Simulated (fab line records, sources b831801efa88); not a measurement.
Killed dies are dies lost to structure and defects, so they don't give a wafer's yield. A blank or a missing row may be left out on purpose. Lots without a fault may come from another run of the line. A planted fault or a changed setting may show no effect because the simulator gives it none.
Which tool did it? | flow sky130 | 12 lots, 36 wafers sampled, at 5 steps of a route of 708

WHAT THE GAUGES READ, wafer by wafer
SKY_SONOS_ONO_THK_MEAS_05.
lot  | measured     | on            | SONOS_ONO_CVD_04_THK (nm)
L698 | day 11 13:06 | film_metro-03 | 5.67 5.72 5.65
L699 | day 11 22:18 | film_metro-04 | 5.70 5.70 5.67
L701 | day 13 01:46 | film_metro-02 | 5.48 5.47 5.47
L702 | day 13 09:19 | film_metro-04 | 5.85 5.89 5.88
L703 | day 13 09:20 | film_metro-02 | 5.95 5.92 5.86
L706 | day 14 09:49 | film_metro-04 | 7.46 7.31 7.42
L714 | day 16 22:52 | film_metro-03 | 5.82 5.81 5.70
L715 | day 17 09:04 | film_metro-03 | 5.71 5.64 5.75
L716 | day 17 13:41 | film_metro-04 | 5.80 5.74 5.70
L718 | day 18 05:20 | film_metro-02 | 5.82 5.80 5.86
L720 | day 18 22:57 | film_metro-04 | 5.75 5.73 5.81
L721 | day 19 10:14 | film_metro-04 | 5.79 5.77 5.77

SKY_POLY_GATE_CD_MEAS_13: target cd 150 nm.
lot  | measured     | on        | cd_nm (nm)
L698 | day 16 03:11 | cd_sem-01 | 153.4 153.1 153.5
L699 | day 16 15:11 | cd_sem-02 | 149.1 150.0 150.0
L701 | day 18 01:34 | cd_sem-02 | 151.1 151.9 151.7
L702 | day 18 11:15 | cd_sem-01 | 150.4 150.7 149.7
L703 | day 18 08:25 | cd_sem-02 | 149.1 149.0 149.6
L706 | day 19 14:59 | cd_sem-01 | 152.4 152.3 151.7
L714 | day 22 08:18 | cd_sem-01 | 149.3 149.9 151.5
L715 | day 22 19:17 | cd_sem-02 | 148.1 149.9 149.9
L716 | day 22 23:57 | cd_sem-01 | 152.5 152.5 151.0
L718 | day 23 15:10 | cd_sem-01 | 150.9 150.3 151.0
L720 | day 24 08:39 | cd_sem-02 | 152.4 152.2 152.9
L721 | day 24 18:24 | cd_sem-02 | 151.2 150.5 150.6

SKY_LI_CONTACT_OVL_MEAS_13.
lot  | measured     | on         | LI_CONTACT_OVL (nm)
L698 | day 28 23:37 | overlay-01 | 6 2 4
L699 | day 29 12:00 | overlay-02 | 4 10 6
L701 | day 30 19:36 | overlay-02 | 4 1 4
L702 | day 31 05:59 | overlay-01 | 2 5 1
L703 | day 30 23:32 | overlay-02 | 7 8 12
L706 | day 32 02:19 | overlay-01 | 12 6 -3
L714 | day 34 14:55 | overlay-01 | -5 -7 -3
L715 | day 34 22:08 | overlay-01 | 4 2 2
L716 | day 35 02:10 | overlay-02 | 12 14 9
L718 | day 35 16:37 | overlay-01 | 7 1 3
L720 | day 36 04:42 | overlay-01 | 10 12 7
L721 | day 36 14:12 | overlay-01 | 4 -1 -6

WHICH TOOL RAN EACH LOT (tool, then ch and the chambers of the sampled wafers, then the start)
lot  | SKY_SONOS_ONO_CVD_04        | SKY_SD_N_STRIP_11
L698 | lpcvd-03 ch 1, day 11 11:50 | plasma_asher-01 ch 0,1, day 27 17:30
L699 | lpcvd-03 ch 0, day 11 21:02 | plasma_asher-03 ch 0,1, day 28 05:39
L701 | lpcvd-03 ch 1, day 13 00:31 | plasma_asher-03 ch 0,1, day 29 14:13
L702 | lpcvd-03 ch 0, day 13 08:04 | plasma_asher-02 ch 0,1, day 30 00:02
L703 | lpcvd-03 ch 0, day 13 08:04 | plasma_asher-03 ch 0,1, day 29 18:48
L706 | lpcvd-03 ch 0, day 14 08:32 | plasma_asher-02 ch 0,1, day 30 22:37
L714 | lpcvd-03 ch 1, day 16 21:37 | plasma_asher-01 ch 0,1, day 33 11:22
L715 | lpcvd-03 ch 0, day 17 07:49 | plasma_asher-03 ch 0,1, day 33 18:25
L716 | lpcvd-03 ch 1, day 17 12:26 | plasma_asher-02 ch 0,1, day 33 23:20
L718 | lpcvd-03 ch 0, day 18 04:05 | plasma_asher-03 ch 0,1, day 34 13:23
L720 | lpcvd-03 ch 1, day 18 21:42 | plasma_asher-03 ch 0,1, day 35 01:34
L721 | lpcvd-03 ch 0, day 19 08:59 | plasma_asher-02 ch 0,1, day 35 11:01
- SKY_SONOS_ONO_CVD_04: deposits SiO2 from SiH4/N2O, target thk 5.7199 nm.
- SKY_SD_N_STRIP_11: strips in O2/N2.

WHAT THE TOOLS THEMSELVES READ (means of the sampled wafers that have a number; where no wafer has one, the mark that the record gives instead)
SKY_SONOS_ONO_CVD_04.
lot  | tool     | spike_tc_lower_C (C) | susceptor_temp_C (C)
L698 | lpcvd-03 | 901.7                | 899.6
L699 | lpcvd-03 | 902.9                | 900.5
L701 | lpcvd-03 | 901.3                | 899.9
L702 | lpcvd-03 | 902.7                | 899.3
L703 | lpcvd-03 | 902.1                | 900.2
L706 | lpcvd-03 | 902.4                | 900.6
L714 | lpcvd-03 | 902.0                | 899.8
L715 | lpcvd-03 | 901.9                | 900.1
L716 | lpcvd-03 | 900.9                | 900.0
L718 | lpcvd-03 | 903.9                | 900.3
L720 | lpcvd-03 | 900.7                | 900.6
L721 | lpcvd-03 | 902.9                | 899.8

SKY_SD_N_STRIP_11.
lot  | tool            | drypump_motor_current_A (A) | oes_product_au (a.u.) | strip_time_to_endpoint_s (s)
L698 | plasma_asher-01 | 5.1                         | 0.526                 | 22.54
L699 | plasma_asher-03 | 5.6                         | 0.525                 | 22.59
L701 | plasma_asher-03 | 5.7                         | 0.525                 | 22.54
L702 | plasma_asher-02 | 5.6                         | 0.525                 | 22.53
L703 | plasma_asher-03 | 5.7                         | 0.527                 | 22.59
L706 | plasma_asher-02 | 5.8                         | 0.530                 | 22.54
L714 | plasma_asher-01 | 5.2                         | 0.531                 | 22.60
L715 | plasma_asher-03 | 5.6                         | 0.528                 | 22.59
L716 | plasma_asher-02 | 5.8                         | 0.526                 | 22.55
L718 | plasma_asher-03 | 5.7                         | 0.531                 | 22.60
L720 | plasma_asher-03 | 5.7                         | 0.528                 | 22.59
L721 | plasma_asher-02 | 5.8                         | 0.523                 | 22.49

THE ANSWER, worked out from the rows above alone
Rule: what is usual is taken from the lots themselves. Put in order of their means at a reading, lots are off if they are a third of the lots or fewer, leave a main group of 4 or more, and stand apart from it by a gap of 3 or more times the standard deviation of the main group's means; of several such gaps the widest counts. A main group whose means are all the same, to the digits that the tables above print for the reading, isn't used. A lot without any number at a reading at which 4 lots or more have one is off too. The other lots that the step has rows for count as sound. The gauges are gone through in route order, then the tools' own readings, and for those a lot's mean is taken as printed above. The first step at which some lot is off is used, and at that step the reading that is off furthest; a lot without a number counts as furthest.
Off: L706, at SKY_SONOS_ONO_THK_MEAS_05 (SONOS_ONO_CVD_04_THK). The main group: mean 5.75 nm, standard deviation 0.11.
A tool fits if, at a process step before that reading, it ran every lot that is off, and no sound lot after the first of them. The gauges at SKY_SONOS_ONO_THK_MEAS_05 are tried like those tools. None of those tried fits.

WHAT THE SIMULATOR HAD PUT IN
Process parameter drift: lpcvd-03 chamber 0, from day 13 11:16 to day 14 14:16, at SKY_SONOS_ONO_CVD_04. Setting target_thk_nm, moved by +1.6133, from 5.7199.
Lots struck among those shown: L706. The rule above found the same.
